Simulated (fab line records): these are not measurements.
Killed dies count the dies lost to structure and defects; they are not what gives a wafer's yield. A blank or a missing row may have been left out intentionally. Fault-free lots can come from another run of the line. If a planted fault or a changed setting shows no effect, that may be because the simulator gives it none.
A struck lot beside a sound one | flow sky130 | 15 steps out of a route of 708
Sound: the wafers L560.3, L560.5, L560.6. The struck wafers were L556.2, L556.4, L556.6. At the end, the cause is stated.
Order at every step that has rows: each side's tool, ch and its chambers, its first start. Under that, the readings that differ: sound wafers | struck wafers | difference of the means | sigmas: that difference in standard deviations of wafers without a fault.
alike: a reading whose means differ by less than 2 such deviations, as well as words and numbers matching on both sides. not compared: withheld readings; readings where some wafer has no value; bounds like >300 that might hide an equal value; numbers whose values overlap and for which the record gives no deviation.
The two part at a step that has a row with sigmas, a row that says differs or no value, or rows on one side only. Numbers that don't overlap but have no deviation are shown without sigmas and don't part them. A reading missing from all wafers of one side parts the sides only when that side holds two or more wafers.

SKY_METAL5_SPUTTER_04: material TiN, target thk 70 nm, time 58.3 s.
  sound on pvdSputter-01 at day 47 08:18; struck on pvdSputter-01 at day 46 10:13
  alike: throttleValvePct
SKY_METAL5_RS_MEAS_05: uses a four-point probe to measure.
  sound on filmMetro-03 at day 47 08:23; struck on filmMetro-04 at day 46 10:19
  alike: METAL5_ALCU_RS
SKY_METAL5_THK_MEAS_06: measures by xrf.
  sound on filmMetro-03 at day 47 08:29; struck on filmMetro-04 at day 46 10:26
  alike: METAL5_ALCU_THK
then, 7 steps without rows for these wafers: SKY_METAL5_DEHYDRATE_07 (time 60 s); SKY_METAL5_HMDS_08 (prime time 60 s); SKY_METAL5_COAT_09 (resist thk 1800 nm); SKY_METAL5_SOFTBAKE_10 (time 60 s); SKY_METAL5_EXPOSE_11 (exposes mask MM5, target cd 1600 nm); SKY_METAL5_PEB_12; SKY_METAL5_DEVELOP_13 (develop time 60 s).
SKY_METAL5_DESCUM_14: chemistry O2, time 11 s.
  sound on rieMetal-01 ch 0,1, day 48 04:38; struck on rieMetal-01 ch 0, day 47 07:10
  alike: drypumpMotorCurrentA, oesProductAu
  not compared: rfHoursCounterH
SKY_METAL5_METAL_ETCH_15: etches the open film in Cl2/BCl3, stops on SiO2, target depth 1260 nm, time 252 s.
  sound on rieMetal-01 ch 0,1, day 48 04:44; struck on rieMetal-01 ch 0, day 47 07:17
  alike: drypumpMotorCurrentA, oesProductAu, throttleValvePct
  not compared: rfHoursCounterH
SKY_METAL5_STRIP_16: strips in O2/N2.
  sound on plasmaAsher-03 ch 0,1, day 48 04:56; struck on plasmaAsher-02 ch 0,1, day 47 07:41
  no value came back on the struck wafers for chamberPressureMTorr (mTorr), drypumpMotorCurrentA (A), oesProductAu (a.u.), stripTimeToEndpointS (s); on the sound wafers chamberPressureMTorr (mTorr) reads 1500.4 1499.4 1501.6
reading                                    | sound | struck         | difference | sigmas
model.NOVOLAK_of_METAL5_COAT_09.thkNm (nm) | 0 0 0 | 1048 1046 1046 | +1047      | 
  not compared: rfHoursCounterH
then, 1 step without rows for these wafers: SKY_METAL5_STRIP_17 (strips in post etch residue remover, time 1200 s).
SKY_PAD_OPEN_PROBE_99:
  sound on prober-02 at day 49 19:44; struck on prober-02 at day 49 01:22
reading                           | sound                  | struck                | difference | sigmas
model.etest.met5Comb.leakLog10AUm | -12 -11.95 -12.06      | -11.22 -11.12 -11.21  | +0.82      | 
model.etest.met5.lineOhmUm        | 0.0167 0.01691 0.01703 | 0.0172 0.01717 0.0171 | +0.0003    | 
  alike: defectLimitedYield, killed_at_M0_to_M3, killed_at_M4_up, killedAtContacts, killedAtFrontEnd, killedAtOther, killedDies, killedOpen, killedShort, sort_bin_3_pad_short, sort_bin_5_function, sort_bin_6_memory, sortNPass, sortYieldPct

WHERE THEY PART
At SKY_METAL5_STRIP_16 and nowhere else, as far as this record goes. Later steps at which nothing parts them and some readings are alike: SKY_PAD_OPEN_PROBE_99.

WHY: whatever the simulator had introduced
Skipped step whole: plasmaAsher-02, from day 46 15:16 on, at SKY_METAL5_STRIP_16. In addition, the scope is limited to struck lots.
